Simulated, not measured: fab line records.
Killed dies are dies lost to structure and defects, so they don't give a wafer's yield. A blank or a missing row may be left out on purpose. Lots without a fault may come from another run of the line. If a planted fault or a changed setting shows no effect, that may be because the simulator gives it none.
A lot that was struck, set against a sound lot	flow sky130	19 out of 708 route steps
Sound: these wafers, L485.1, L485.3, L485.4. The struck wafers were L488.1, L488.4, L488.5. At the end, the cause is stated.
Order at every step that has rows: each side's tool, ch and its chambers, its first start. Under that, the readings that differ: sound wafers	struck wafers	difference of the means	sigmas: that difference in standard deviations of wafers without a fault.
alike: same words and numbers on both sides, and readings whose means sit less than 2 such deviations apart. not compared: any withheld reading, any reading some wafer has no value for, any bound like >300 that may hide the same value, and any number with overlapping values for which the record gives no deviation.
The two part at a step that has a row with sigmas, a row that says differs or no value, or rows on one side only. Non-overlapping numbers with no deviation appear without sigmas and do not part them. A reading missing from all wafers of one side parts the sides only when that side holds two or more wafers.

SKY_LI_CONTACT_CVD_21: deposits W, target thk 400 nm, time 120.56 s.
  sound on cvd_w-01 ch 0,1, day 29 10:31; struck on cvd_w-02 ch 0,1, day 30 14:17
  alike: heater_power_w
SKY_LI_CONTACT_RS_MEAS_22: measurement is done with a four-point probe.
  sound on film_metro-02 at day 29 10:38; struck on film_metro-04 at day 30 14:24
  alike: LI_CONTACT_W_RS
SKY_LI_CONTACT_THK_MEAS_23: measures by xrf.
  sound on film_metro-02 at day 29 10:46; struck on film_metro-04 at day 30 14:31
  alike: LI_CONTACT_W_THK
SKY_LI_CONTACT_CMP_24: polishes, stops on PSG, t overpolish 20 s, target thk 0 nm.
  sound on cmp-01 ch 1,2,3, day 29 10:52; struck on cmp-02 ch 0,1,2, day 30 14:41
  alike: edge_zone_pressure_frac, motor_current_A, overpolish_run_s, retaining_ring_pressure_frac, time_to_endpoint_s
SKY_LOCAL_INTERCONNECT_SPUTTER_00: material TiN, target thk 100 nm, time 83.3 s.
  sound on pvd_sputter-03 at day 29 11:07; struck on pvd_sputter-03 at day 30 14:53
  alike: throttle_valve_pct
SKY_LOCAL_INTERCONNECT_RS_MEAS_01: measurement is done with a four-point probe.
  sound on film_metro-02 at day 29 11:11; struck on film_metro-01 at day 30 14:57
  alike: LOCAL_INTERCONNECT_TIN_RS
SKY_LOCAL_INTERCONNECT_THK_MEAS_02: measures by xrf.
  sound on film_metro-02 at day 29 11:18; struck on film_metro-01 at day 30 15:04
  alike: LOCAL_INTERCONNECT_TIN_THK
then, 5 steps without rows for these wafers: SKY_LOCAL_INTERCONNECT_DEHYDRATE_03 (time 60 s); SKY_LOCAL_INTERCONNECT_HMDS_04 (prime time 60 s); SKY_LOCAL_INTERCONNECT_COAT_05 (resist thk 60 nm); SKY_LOCAL_INTERCONNECT_COAT_06 (resist thk 450 nm); SKY_LOCAL_INTERCONNECT_SOFTBAKE_07 (time 90 s).
SKY_LOCAL_INTERCONNECT_EXPOSE_08: exposes mask LI1M, target cd 170 nm.
  sound on krf_scanner-01 ch 0, day 30 01:31; struck on krf_scanner-02 ch 0, day 31 04:07
reading	sound	struck	difference	sigmas
model.LOCAL_INTERCONNECT.overlay_x_nm (nm)	4.537 4.537 4.537	67.07 67.07 67.07	+62.53	
  alike: mask
then, 2 steps without rows for these wafers: SKY_LOCAL_INTERCONNECT_PEB_09; SKY_LOCAL_INTERCONNECT_DEVELOP_10 (develop time 60 s).
SKY_LOCAL_INTERCONNECT_CD_MEAS_11 targets a cd of 170 nm.
  sound on cd_sem-01 at day 30 15:45; struck on cd_sem-01 at day 31 18:10
  alike: cd_nm
SKY_LOCAL_INTERCONNECT_OVL_MEAS_12:
  sound on overlay-01 at day 30 15:52; struck on overlay-01 at day 31 18:17
reading	sound	struck	difference	sigmas
LOCAL_INTERCONNECT_OVL (nm)	5 3 -5	74 67 74	+71	+12
SKY_LOCAL_INTERCONNECT_ETCH_13: etches BARC in N2/H2, stops on SiO2, time 45.9 s, target depth 60 nm.
  sound on rie_metal-04 ch 0,1, day 30 15:54; struck on rie_metal-01 ch 0,1, day 31 18:19
reading	sound	struck	difference	sigmas
bias_w (W)	100.32 100.40 100.38	100.08 99.44 99.82	-0.59	-2
drypump_motor_current_A (A)	5.4 5.9 5.4	6.6 6.6 6.6	+1.0	+3
  alike: he_backside_leak_sccm, oes_product_au, throttle_valve_pct
  not compared: rf_hours_counter_h
-- record jumps: 15 days separate the struck wafers' starts on either side; left off in module LOCAL_INTERCONNECT, taken up again in module PAD_OPEN, whose first shown step is the route's number 708 --
SKY_PAD_OPEN_PROBE_99:
  sound on prober-02 at day 46 01:38; struck on prober-02 at day 46 21:56
  alike: killed_at_M0_to_M3, killed_at_M4_up, killed_at_contacts, killed_at_front_end, killed_at_other, killed_dies, killed_open, killed_short

== WHERE THEY PART ==
At SKY_LOCAL_INTERCONNECT_OVL_MEAS_12 first; at SKY_LOCAL_INTERCONNECT_ETCH_13 last (within this record only). Later steps at which nothing parts them and some readings are alike: SKY_PAD_OPEN_PROBE_99.

WHY: what the simulator had put in
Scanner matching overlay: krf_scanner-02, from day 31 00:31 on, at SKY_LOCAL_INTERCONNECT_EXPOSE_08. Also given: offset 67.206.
